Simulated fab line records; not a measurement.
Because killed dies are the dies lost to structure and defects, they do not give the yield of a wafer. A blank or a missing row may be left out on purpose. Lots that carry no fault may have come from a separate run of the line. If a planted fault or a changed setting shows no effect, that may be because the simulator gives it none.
Which tool is to blame?    flow gf180mcu    39 wafers from 13 lots sampled at 6 of the route's 602 steps

== WHAT THE GAUGES READ, wafer by wafer ==
GF_MVSD_TW_MEAS_11.
lot   measured     on            MVSD_TW
L934  day 4 16:34  filmMetro-04  1570 1577 1583
L935  day 4 20:20  filmMetro-04  1584 1574 1573
L936  day 5 04:04  filmMetro-02  1594 1596 1590
L938  day 5 13:58  filmMetro-03  1588 1588 1570
L939  day 5 20:41  filmMetro-04  1584 1580 1584
L940  day 6 01:09  filmMetro-03  1580 1580 1576
L941  day 6 06:47  filmMetro-03  1588 1596 1596
L944  day 7 02:18  filmMetro-03  1587 1587 1573
L945  day 7 03:26  filmMetro-04  1596 1582 1585
L949  day 8 08:00  filmMetro-03  1597 1590 1590
L952  day 9 00:33  filmMetro-03  1575 1574 1580
L954  day 9 12:35  filmMetro-04  2394 2387 2380
L955  day 9 17:47  filmMetro-02  2432 2421 2407

GF_VT_IMPLANT_RS_MEAS_46: measurement is done with a four-point probe.
lot   measured      on            MVSD_RS (ohm/sq)
L934  day 7 18:52   filmMetro-02  455.9 456.3 456.2
L935  day 7 22:27   filmMetro-02  454.9 455.4 455.9
L936  day 8 10:14   filmMetro-03  458.0 458.7 458.7
L938  day 8 19:14   filmMetro-04  456.7 455.9 456.6
L939  day 9 04:49   filmMetro-03  458.1 456.6 456.2
L940  day 9 09:44   filmMetro-04  455.9 457.7 457.0
L941  day 9 15:30   filmMetro-03  456.4 455.4 455.7
L944  day 10 14:35  filmMetro-03  456.4 456.7 457.1
L945  day 10 15:09  filmMetro-02  457.0 457.6 457.1
L949  day 11 23:37  filmMetro-04  455.5 456.0 455.5
L952  day 12 20:52  filmMetro-04  457.5 456.8 456.7
L954  day 13 12:33  filmMetro-04  - - -
L955  day 13 17:12  filmMetro-02  - - -

GF_V1_OVL_MEAS_15.
lot   measured      on          V1_OVL (nm)
L934  day 18 08:02  overlay-01  -5 -4 -11
L935  day 18 15:04  overlay-02  -1 -3 -8
L936  day 19 05:50  overlay-01  3 2 2
L938  day 19 19:26  overlay-02  -9 1 5
L939  day 20 09:26  overlay-01  -2 -1 -3
L940  day 20 18:01  overlay-02  9 3 2
L941  day 20 23:55  overlay-01  -1 -9 0
L944  day 22 04:46  overlay-01  4 -4 4
L945  day 22 07:19  overlay-01  2 1 -5
L949  day 24 00:35  overlay-02  7 -1 -5
L952  day 24 22:38  overlay-01  1 2 6
L954  day 25 16:22  overlay-01  10 0 9
L955  day 25 20:52  overlay-01  4 8 4

GF_M3_RS_MEAS_05: measurement is done with a four-point probe.
lot   measured      on            M3_ALCU_RS (ohm/sq)
L934  day 20 13:26  filmMetro-02  0.0701 0.0698 0.0701
L935  day 20 20:22  filmMetro-03  0.0686 0.0685 0.0685
L936  day 21 11:12  filmMetro-01  0.0695 0.0692 0.0692
L938  day 22 00:04  filmMetro-03  0.0703 0.0697 0.0698
L939  day 22 14:32  filmMetro-01  0.0700 0.0708 0.0694
L940  day 22 21:04  filmMetro-03  0.0690 0.0693 0.0685
L941  day 23 03:17  filmMetro-03  0.0697 0.0706 0.0703
L944  day 24 08:01  filmMetro-02  0.0700 0.0702 0.0700
L945  day 24 10:47  filmMetro-01  0.0687 0.0688 0.0686
L949  day 26 01:49  filmMetro-02  0.0695 0.0699 0.0700
L952  day 26 23:32  filmMetro-03  0.0701 0.0703 0.0702
L954  day 27 14:51  filmMetro-03  0.0701 0.0701 0.0700
L955  day 27 19:49  filmMetro-02  0.0706 0.0698 0.0703

== TOOL THAT RAN EACH LOT (tool first, then ch and the chambers of the sampled wafers, then the start) ==
lot   GF_MVSD_IMPLANT_08              GF_M3_SPUTTER_03
L934  implanter-04 ch 0, day 4 16:10  pvdSputter-01, day 20 13:22
L935  implanter-01 ch 0, day 4 19:56  pvdSputter-01, day 20 20:17
L936  implanter-04 ch 0, day 5 03:40  pvdSputter-01, day 21 11:07
L938  implanter-04 ch 0, day 5 13:33  pvdSputter-03, day 21 23:58
L939  implanter-04 ch 0, day 5 20:19  pvdSputter-02, day 22 14:25
L940  implanter-04 ch 0, day 6 00:46  pvdSputter-01, day 22 20:59
L941  implanter-04 ch 0, day 6 06:23  pvdSputter-01, day 23 03:13
L944  implanter-01 ch 0, day 7 01:55  pvdSputter-01, day 24 07:56
L945  implanter-04 ch 0, day 7 03:02  pvdSputter-03, day 24 10:40
L949  implanter-01 ch 0, day 8 07:37  pvdSputter-02, day 26 01:44
L952  implanter-01 ch 0, day 9 00:10  pvdSputter-02, day 26 23:27
L954  implanter-04 ch 0, day 9 12:11  pvdSputter-03, day 27 14:44
L955  implanter-02 ch 0, day 9 17:23  pvdSputter-03, day 27 19:40
- GF_MVSD_IMPLANT_08
- GF_M3_SPUTTER_03: material Ti, target thk 10 nm, time 6.7 s.

== WHAT THE TOOLS THEMSELVES READ (means of the sampled wafers that have a number; where no wafer has one, the mark that the record gives instead) ==
GF_M3_SPUTTER_03.
lot   tool           throttleValvePct (%)
L934  pvdSputter-01  30.1
L935  pvdSputter-01  30.1
L936  pvdSputter-01  30.7
L938  pvdSputter-03  30.7
L939  pvdSputter-02  29.7
L940  pvdSputter-01  30.1
L941  pvdSputter-01  30.1
L944  pvdSputter-01  30.0
L945  pvdSputter-03  29.3
L949  pvdSputter-02  29.7
L952  pvdSputter-02  29.2
L954  pvdSputter-03  29.3
L955  pvdSputter-03  29.7

== THE ANSWER, worked out from the rows above alone ==
Rule: usual is defined by the lots themselves. The widest of any qualifying gaps counts: lots, ordered by their means at a reading, are off when they make up no more than a third of the lots, leave a main group of 4 or more, and stand apart from it by 3 or more times the standard deviation of that group's means. Not used: any main group whose means are identical at the precision the tables above print for the reading. Also off: a lot with no number at a reading for which 4 or more lots have one. All remaining lots with rows at the step are treated as sound. Order of review: gauges by route order, followed by the tools' own readings, for which a lot's mean as printed above is used. At the first step where some lot is off, the reading lying furthest off is the one used; lots without a number count as furthest.
Off: L954, L955, at GF_MVSD_TW_MEAS_11 (MVSD_TW). The main group has a mean of 1584 with a standard deviation of 6.4.
If a tool, at a process step before that reading, ran all the lots that are off and no sound lot after the first of them, it fits. Those tools and the gauges at GF_MVSD_TW_MEAS_11 are tried in the same way. Not one of the candidates tried fits.

== WHAT THE SIMULATOR HAD PUT IN ==
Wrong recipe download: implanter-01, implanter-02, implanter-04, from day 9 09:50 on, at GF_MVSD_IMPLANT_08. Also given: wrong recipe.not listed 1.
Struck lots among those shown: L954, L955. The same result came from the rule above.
